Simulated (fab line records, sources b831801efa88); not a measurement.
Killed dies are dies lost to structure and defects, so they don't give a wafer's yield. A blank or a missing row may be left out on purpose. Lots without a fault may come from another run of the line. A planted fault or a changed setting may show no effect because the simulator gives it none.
One fault seen from 2 desks | flow sky130 | each desk has only its own numbers; what lay behind them comes last

THE TOOL OWNER'S DESK: pvd_sputter-02
The tool's own readings at SKY_METAL5_SPUTTER_04 (material TiN, target thk 70 nm, time 58.3 s): means of the sampled wafers that have a number, for each lot that ran on this tool. A lot is out of limits, marked OUT, if its mean lies more than 4 standard deviations from the usual mean; the brackets give that distance.
Columns: A = chamber_pressure_pa at SKY_METAL5_SPUTTER_04, usual 0.3999 Pa; B = throttle_valve_pct at SKY_METAL5_SPUTTER_04, usual 29.9 %
lot  | first seen here | A                 | B
L406 | day 44 12:13    | 0.3996            | 30.5
L411 | day 45 14:05    | 0.3999            | 30.6
L414 | day 46 11:35    | 0.4040 (+5.1) OUT | 30.1
This desk's finding: out of limits on L414; first on L414, day 46 11:35 (chamber_pressure_pa at SKY_METAL5_SPUTTER_04). In limits: L406, L411.

THE METROLOGY DESK
What the gauges read, lot by lot, whatever tool the lot ran on: means of the sampled wafers that have a number. A lot is out of limits, marked OUT, if its mean lies more than 4 standard deviations from the usual mean; the brackets give that distance.
Columns: A = METAL5_ALCU_RS at SKY_METAL5_RS_MEAS_05, usual 0.0283 ohm/sq
lot  | first seen here | A
L405 | day 44 08:08    | 0.0282
L406 | day 44 12:18    | 0.0281
L407 | day 44 14:48    | 0.0284
L409 | day 45 11:57    | 0.0281
L410 | day 45 12:30    | 0.0288
L411 | day 45 14:09    | 0.0280
L414 | day 46 11:38    | 0.0288
L422 | day 48 10:52    | 0.0278
L425 | day 49 02:46    | 0.0286
L427 | day 49 15:33    | 0.0280
L428 | day 49 22:13    | 0.0283
This desk's finding: nothing out of limits on any of the 11 lots.

PUT TOGETHER
The tool owner's desk could have raised an alarm at day 46 11:35, on L414.
The metrology desk saw nothing out of limits.
The metrology desk has L414 on record, within its limits.
Of the lots named, all ran SKY_METAL5_SPUTTER_04 on pvd_sputter-02.

WHAT THE SIMULATOR HAD PUT IN
Process parameter drift: pvd_sputter-02, from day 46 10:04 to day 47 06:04, at SKY_METAL5_SPUTTER_04. Setting chamber_pressure_pa, moved by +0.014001, from 0.4. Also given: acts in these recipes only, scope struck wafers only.
Lots struck among those shown: L414.
Hours from the fault's start to each desk's first reading out of limits: the tool owner's desk, 2.
